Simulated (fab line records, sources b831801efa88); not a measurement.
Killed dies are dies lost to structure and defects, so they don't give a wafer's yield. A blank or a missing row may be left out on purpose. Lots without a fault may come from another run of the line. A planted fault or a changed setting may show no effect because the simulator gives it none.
Which tool did it? | flow sfq_line | 15 lots, 42 wafers sampled, at 3 steps of a route of 325

WHAT THE GAUGES READ, wafer by wafer
The record holds no reading of a measuring or inspecting step that can be judged against a usual standard deviation.

WHICH TOOL RAN EACH LOT (tool, then ch and the chambers of the sampled wafers, then the start)
lot  | SFQ_TRILAYER_I4_CMP_CMP_100   | SFQ_TRILAYER_I4_METRO_MEASURE_101 | SFQ_TRILAYER_I4_VIA_ETCH_VIA_ETCH_106
L805 | cmp-02 ch 1,2, day 47 16:37   | film_metro-03, day 47 19:14       | rie_diel-04 ch 1,2,3, day 49 04:58
L806 | cmp-02 ch 1,2, day 49 06:37   | film_metro-04, day 49 09:14       | rie_diel-03 ch 0,1, day 49 12:45
L808 | cmp-01 ch 1,2, day 49 10:07   | film_metro-04, day 49 13:38       | rie_diel-04 ch 0,2,3, day 49 16:46
L812 | cmp-01 ch 0,2, day 52 06:51   | film_metro-01, day 52 08:28       | rie_diel-02 ch 1,2, day 52 12:36
L813 | cmp-01 ch 1,2, day 52 20:24   | film_metro-03, day 52 22:19       | rie_diel-03 ch 2,3, day 57 05:26
L814 | cmp-01 ch 2,3, day 52 22:54   | film_metro-03, day 53 00:31       | rie_diel-03 ch 1,2, day 57 08:58
L818 | cmp-02 ch 1,3, day 54 08:01   | film_metro-04, day 54 11:08       | rie_diel-03 ch 0,3, day 58 20:40
L820 | cmp-02 ch 0,2,3, day 55 05:01 | film_metro-03, day 55 08:08       | rie_diel-04 ch 0,1,3, day 59 06:16
L821 | cmp-01 ch 1,3, day 55 16:55   | film_metro-04, day 55 19:32       | rie_diel-03 ch 0,1, day 59 13:38
L822 | cmp-02 ch 2,3, day 55 17:01   | film_metro-03, day 55 20:08       | rie_diel-04 ch 1,2, day 59 14:40
L823 | cmp-01 ch 0,2,3, day 57 17:55 | film_metro-03, day 57 19:32       | rie_diel-03 ch 1,3, day 61 01:09
L824 | cmp-01 ch 0,1,2, day 58 14:12 | film_metro-03, day 58 17:19       | rie_diel-03 ch 1,2,3, day 62 09:33
L825 | cmp-01 ch 0,2,3, day 58 20:12 | film_metro-01, day 58 23:19       | rie_diel-02 ch 0,1,3, day 62 17:57
L826 | cmp-02 ch 2,3, day 58 23:53   | film_metro-04, day 59 02:55       | rie_diel-02 ch 0,1,3, day 62 23:57
L828 | cmp-01 ch 0,1, day 59 08:12   | film_metro-04, day 59 11:19       | rie_diel-03 ch 1,3, day 63 14:19
- SFQ_TRILAYER_I4_CMP_CMP_100: polishes SiO2.
- SFQ_TRILAYER_I4_METRO_MEASURE_101
- SFQ_TRILAYER_I4_VIA_ETCH_VIA_ETCH_106: etches SiO2 in CHF3, stops on Nb, target depth 260 nm.

WHAT THE TOOLS THEMSELVES READ (means of the sampled wafers that have a number; where no wafer has one, the mark that the record gives instead)
SFQ_TRILAYER_I4_CMP_CMP_100.
lot  | tool   | motor_current_A (A) | retaining_ring_pressure_frac | time_to_endpoint_s (s)
L805 | cmp-02 | 9.4                 | 0.996                        | 225
L806 | cmp-02 | 8.9                 | 1.004                        | 207
L808 | cmp-01 | 9.0                 | 0.998                        | 204
L812 | cmp-01 | 9.4                 | 0.996                        | 204
L813 | cmp-01 | 9.3                 | 1.002                        | 200
L814 | cmp-01 | 10.1                | 0.992                        | 212
L818 | cmp-02 | 9.5                 | 1.005                        | 212
L820 | cmp-02 | 9.2                 | 1.001                        | 212
L821 | cmp-01 | 10.5                | 0.996                        | 212
L822 | cmp-02 | 8.8                 | 0.999                        | 208
L823 | cmp-01 | 10.1                | 1.003                        | 217
L824 | cmp-01 | 9.4                 | 1.003                        | 206
L825 | cmp-01 | 9.8                 | 1.000                        | 216
L826 | cmp-02 | 8.7                 | 0.999                        | 216
L828 | cmp-01 | 9.2                 | 1.001                        | 201

SFQ_TRILAYER_I4_METRO_MEASURE_101.
lot  | tool          | thk_nm (nm)
L805 | film_metro-03 | 200.7
L806 | film_metro-04 | 199.0
L808 | film_metro-04 | 199.6
L812 | film_metro-01 | 221.7
L813 | film_metro-03 | 209.9
L814 | film_metro-03 | 210.9
L818 | film_metro-04 | 199.1
L820 | film_metro-03 | 197.7
L821 | film_metro-04 | 201.0
L822 | film_metro-03 | 198.8
L823 | film_metro-03 | 199.0
L824 | film_metro-03 | 198.9
L825 | film_metro-01 | 199.0
L826 | film_metro-04 | 199.4
L828 | film_metro-04 | 199.1

SFQ_TRILAYER_I4_VIA_ETCH_VIA_ETCH_106.
lot  | tool        | drypump_motor_current_A (A) | oes_product_au (a.u.)
L805 | rie_diel-04 | 5.9                         | 0.860
L806 | rie_diel-03 | 5.8                         | 0.858
L808 | rie_diel-04 | 5.6                         | 0.854
L812 | rie_diel-02 | 5.0                         | 0.908
L813 | rie_diel-03 | 5.5                         | 0.877
L814 | rie_diel-03 | 6.2                         | 0.883
L818 | rie_diel-03 | 5.2                         | 0.853
L820 | rie_diel-04 | 5.6                         | 0.851
L821 | rie_diel-03 | 6.3                         | 0.856
L822 | rie_diel-04 | 6.0                         | 0.848
L823 | rie_diel-03 | 5.8                         | 0.852
L824 | rie_diel-03 | 5.9                         | 0.852
L825 | rie_diel-02 | 5.6                         | 0.855
L826 | rie_diel-02 | 5.6                         | 0.848
L828 | rie_diel-03 | 5.7                         | 0.851

THE ANSWER, worked out from the rows above alone
Rule: what is usual is taken from the lots themselves. Put in order of their means at a reading, lots are off if they are a third of the lots or fewer, leave a main group of 4 or more, and stand apart from it by a gap of 3 or more times the standard deviation of the main group's means; of several such gaps the widest counts. A main group whose means are all the same, to the digits that the tables above print for the reading, isn't used. A lot without any number at a reading at which 4 lots or more have one is off too. The other lots that the step has rows for count as sound. The gauges are gone through in route order, then the tools' own readings, and for those a lot's mean is taken as printed above. The first step at which some lot is off is used, and at that step the reading that is off furthest; a lot without a number counts as furthest.
Off: L812, L813, L814, at SFQ_TRILAYER_I4_METRO_MEASURE_101 (thk_nm). The main group: mean 199.3 nm, standard deviation 0.83.
A tool fits if, at that step or a process step before it, it ran every lot that is off, and no sound lot after the first of them. None of those tried fits.

WHAT THE SIMULATOR HAD PUT IN
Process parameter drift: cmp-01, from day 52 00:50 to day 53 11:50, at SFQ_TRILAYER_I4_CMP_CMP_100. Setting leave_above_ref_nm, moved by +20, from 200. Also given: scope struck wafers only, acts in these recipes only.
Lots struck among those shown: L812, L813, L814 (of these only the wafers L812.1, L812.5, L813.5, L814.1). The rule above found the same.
